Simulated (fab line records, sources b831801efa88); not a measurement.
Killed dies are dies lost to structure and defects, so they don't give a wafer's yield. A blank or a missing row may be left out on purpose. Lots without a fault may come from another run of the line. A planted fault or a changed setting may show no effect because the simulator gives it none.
Chamber matching | flow gf180mcu | GF_V4_ETCH_16 on rie_diel-01: 4 sister chambers
The step etches BARC in N2/H2. 8 wafers are shown with their chamber, then 8 later ones without.

WAFERS WITH THEIR CHAMBER
wafer  | chamber | drypump_motor_current_A (A) | rf_fwd_power_W (W)
L075.6 | 1       | 6.5                         | 497.1
L081.1 | 0       | 4.9                         | 496.2
L081.6 | 0       | 4.9                         | 495.8
L084.6 | 2       | 5.7                         | 496.6
L089.3 | 2       | 5.7                         | 493.1
L089.4 | 3       | 5.7                         | 490.4
L089.6 | 1       | 6.6                         | 495.2
L091.2 | 3       | 5.7                         | 491.9

WAFERS WITHOUT THEIR CHAMBER
wafer  | drypump_motor_current_A (A) | rf_fwd_power_W (W)
L091.5 | 5.0                         | 497.6
L091.6 | 6.5                         | 497.2
L093.3 | 4.9                         | 496.4
L093.5 | 5.6                         | 491.3
L093.6 | 4.9                         | 497.6
L095.2 | 6.6                         | 494.2
L095.5 | 4.9                         | 496.2
L095.6 | 6.6                         | 496.2

WHICH CHAMBER EACH WENT THROUGH
wafer  | from the rows above     | in truth
L091.5 | 0                       | 0
L091.6 | 1                       | 1
L093.3 | 0                       | 0
L093.5 | can't be placed: 3 or 2 | 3
L093.6 | 0                       | 0
L095.2 | 1                       | 1
L095.5 | 0                       | 0
L095.6 | 1                       | 1
Placed correctly: 7 of 8. Can't be placed from these rows: 1 (the true chamber is among the candidates in 1). Placed wrongly: 0.
How it was worked out, from the rows above alone: a wafer's distance from a chamber is the root of the sum, over the readings, of the square of ((its reading less the chamber's mean) divided by the reading's scatter). The wafer belongs to the nearest chamber; if the next one is less than 2 further off, it can't be placed. A chamber's mean is the mean of its shown wafers. The scatter: the root of (the sum of the squares of (reading less its chamber's mean) over the shown wafers, divided by (wafers less chambers)).
